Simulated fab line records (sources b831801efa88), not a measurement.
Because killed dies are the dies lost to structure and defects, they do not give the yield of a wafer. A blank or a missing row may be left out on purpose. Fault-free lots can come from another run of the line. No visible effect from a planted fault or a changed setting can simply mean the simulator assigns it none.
The tool behind it: which one? | flow gf180mcu | 12 lots, 36 wafers sampled, at 1 step of a route of 602

WHAT THE GAUGES SHOWED, per wafer
GF_HV_LDD_OVL_MEAS_08.
lot  | measured     | on         | HV_LDD_OVL (nm)
L075 | day 10 07:34 | overlay-02 | 0.7 0.5 -1.0
L077 | day 10 21:01 | overlay-01 | -1.1 0.2 -1.4
L079 | day 11 11:11 | overlay-01 | -0.7 -1.6 -0.6
L081 | day 12 02:32 | overlay-02 | -0.3 0.1 4.4
L083 | day 12 18:52 | overlay-02 | -1.5 2.0 -0.2
L085 | day 13 04:38 | overlay-01 | -1.5 1.0 1.7
L087 | day 14 00:35 | overlay-01 | 2.0 0.9 1.9
L089 | day 14 15:49 | overlay-01 | 0.8 1.0 0.5
L091 | day 15 05:47 | overlay-01 | 0.5 1.6 -1.6
L093 | day 15 18:26 | overlay-02 | 0.1 -0.6 -2.6
L095 | day 16 10:56 | overlay-02 | -0.4 -1.5 -1.5
L097 | day 17 07:07 | overlay-01 | -2.2 -3.1 -0.4

WHICH TOOL RAN EACH LOT (tool, then ch and the chambers of the sampled wafers, then the start)
Before these readings, the record contains no process step.

THE ANSWER, worked out from the rows above alone
Rule: usual is defined by the lots themselves. Put in order of their means at a reading, lots are off if they are a third of the lots or fewer, leave a main group of 4 or more, and stand apart from it by a gap of 3 or more times the standard deviation of the main group's means; of several such gaps the widest counts. A main group whose means are all the same, to the digits that the tables above print for the reading, isn't used. A lot without any number at a reading at which 4 lots or more have one is off too. The other lots that the step has rows for count as sound.
No lot is off on any of the readings shown, so nothing can be concluded from this.

WHAT THE SIMULATOR HAD PUT IN
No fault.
